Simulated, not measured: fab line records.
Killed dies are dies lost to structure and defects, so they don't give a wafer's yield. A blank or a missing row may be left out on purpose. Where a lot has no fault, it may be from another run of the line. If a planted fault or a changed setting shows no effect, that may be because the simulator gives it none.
A struck lot beside a sound one + flow gf180mcu + 14 steps out of a route of 602
Sound: these wafers, L942.3, L942.4, L942.6. Struck: wafers L936.3, L936.4, L936.6. The cause is named last.
At each step with rows: each side's tool, then ch and its chambers, then its first start. Under that, the readings that differ: sound wafers + struck wafers + difference of the means + sigmas: that difference in standard deviations of wafers without a fault.
alike: words and numbers the same on both sides, and readings whose means are apart by under 2 such deviations; not compared: readings that were withheld, readings missing a value for some wafer, numbers with overlapping values and no deviation given by the record, and bounds like >300 which may hide the same value.
The two part at a step that has a row with sigmas, a row that says differs or no value, or rows on one side only. Non-overlapping numbers with no deviation appear without sigmas and do not part them. Lack of a reading on every wafer of one side parts them only where that side has two or more wafers.

first, 1 step without rows for these wafers: GF_V4_SPUTTER_22 (material TiN, target thk 10 nm, time 40 s).
GF_V4_CVD_23: deposits W, target thk 350 nm, time 104.9 s.
  sound on cvd w-02 ch 0,1, day 29 07:05; struck on cvd w-01 ch 0,1, day 27 19:20
  alike: heater power w
GF_V4_RS_MEAS_24: measurement is done with a four-point probe.
  sound: film metro-02 at day 29 07:12; struck: film metro-04 at day 27 19:27
  alike: V4_W_RS
GF_V4_THK_MEAS_25: measures by xrf.
  sound: film metro-02 at day 29 07:18; struck: film metro-04 at day 27 19:33
  alike: V4_W_THK
then, 1 step without rows for these wafers: GF_V4_CMP_26 (polishes, stops on SiO2, t overpolish 15 s, target thk 0 nm).
GF_MIM_SPUTTER_00: material Ti, target thk 37.5 nm, time 150 s.
  sound: pvd sputter-04 at day 29 07:50; struck: pvd sputter-02 at day 27 19:53
  alike: throttle valve pct
GF_MIM_SPUTTER_01: material TiN, target thk 30 nm, time 25 s.
  sound: pvd sputter-04 at day 29 07:56; struck: pvd sputter-02 at day 27 19:59
  alike: throttle valve pct
then, 1 step without rows for these wafers: GF_MIM_SPUTTER_02 (material AlCu, target thk 450 nm, time 23.9 s).
GF_MIM_SPUTTER_03: material Ti, target thk 10 nm, time 6.7 s.
  sound: pvd sputter-04 at day 29 08:00; struck: pvd sputter-02 at day 27 20:03
  alike: throttle valve pct
then, 1 step without rows for these wafers: GF_MIM_SPUTTER_04 (material TiN, target thk 50 nm, time 41.7 s).
GF_MIM_CVD_05: deposits Si3N4, target thk 42 nm, time 29.086 s.
  sound on pecvd-04 ch 1,2, day 29 08:04; struck on pecvd-04 ch 0,1,2, day 27 20:07
  alike: heater power w, rf fwd power W
GF_MIM_THK_MEAS_06:
  sound: film metro-04 at day 29 08:07; struck: film metro-03 at day 27 20:10
  alike: MIM_CVD_05_THK
GF_MIM_SPUTTER_07: material TiN, target thk 60 nm, time 50 s.
  sound: pvd sputter-02 at day 29 08:09; struck: pvd sputter-01 at day 27 20:13
| reading                                 | sound             | struck            | difference | sigmas |
|-----------------------------------------|-------------------|-------------------|------------|--------|
| model.TiN_of_MIM_SPUTTER_07.thk nm (nm) | 60.21 60.13 60.02 | 54.49 54.45 54.07 | -5.78      |        |
  alike: throttle valve pct
then, 1 step without rows for these wafers: GF_MIM_SPUTTER_08 (material AlCu, target thk 200 nm, time 10.6 s).

## WHERE THEY PART
Nowhere in this record.

WHY: what had been put in by the simulator
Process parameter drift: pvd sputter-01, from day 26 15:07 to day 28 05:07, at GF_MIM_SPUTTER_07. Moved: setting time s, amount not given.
